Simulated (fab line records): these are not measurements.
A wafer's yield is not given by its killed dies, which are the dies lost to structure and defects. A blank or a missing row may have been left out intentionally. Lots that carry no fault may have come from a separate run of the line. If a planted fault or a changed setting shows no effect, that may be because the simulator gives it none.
Matching of chambers    flow sky130    SKY_CAPM_CVD_00 on pecvd-03: 3 sister chambers
The step deposits SiO2, target thk 15.5 nm. 3 wafers are shown with their chamber, then 10 later ones without.

WAFERS WITH THEIR CHAMBER
wafer   chamber  heater_power_outer_w (W)
L087.2  1        376
L087.6  0        437
L085.4  2        380

WAFERS MISSING THEIR CHAMBER
wafer   heater_power_outer_w (W)
L085.6  415
L090.1  430
L090.5  394
L090.6  380
L096.2  453
L096.4  430
L096.5  378
L092.3  470
L092.4  477
L092.5  387

EACH ONE'S CHAMBER
wafer    from the rows above            in truth
L085.6   can't be placed: 0 or 2 or 1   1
L090.1   0                              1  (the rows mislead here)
L090.5   can't be placed: 2 or 1 or 0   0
L090.6   can't be placed: 2 or 1        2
L096.2   0                              0
L096.4   0                              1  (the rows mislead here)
L096.5   can't be placed: 1 or 2        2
L092.3   0                              0
L092.4   0                              0
L092.5   can't be placed: 2 or 1        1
Placed correctly: 3 of 10. Not placeable from these rows: 5 (in 5, the candidates include the true chamber). Wrongly placed: 2.
How it was worked out, from the rows above alone: a wafer's distance from a chamber is the root of the sum, over the readings, of the square of ((its reading less the chamber's mean) divided by the reading's scatter). The wafer belongs to the nearest chamber; if the next one is less than 2 further off, it can't be placed. Each chamber's mean is taken over the wafers shown for it. The scatter: root of mean squared gap, hidden wafer to nearest shown wafer, with one shown wafer a chamber.
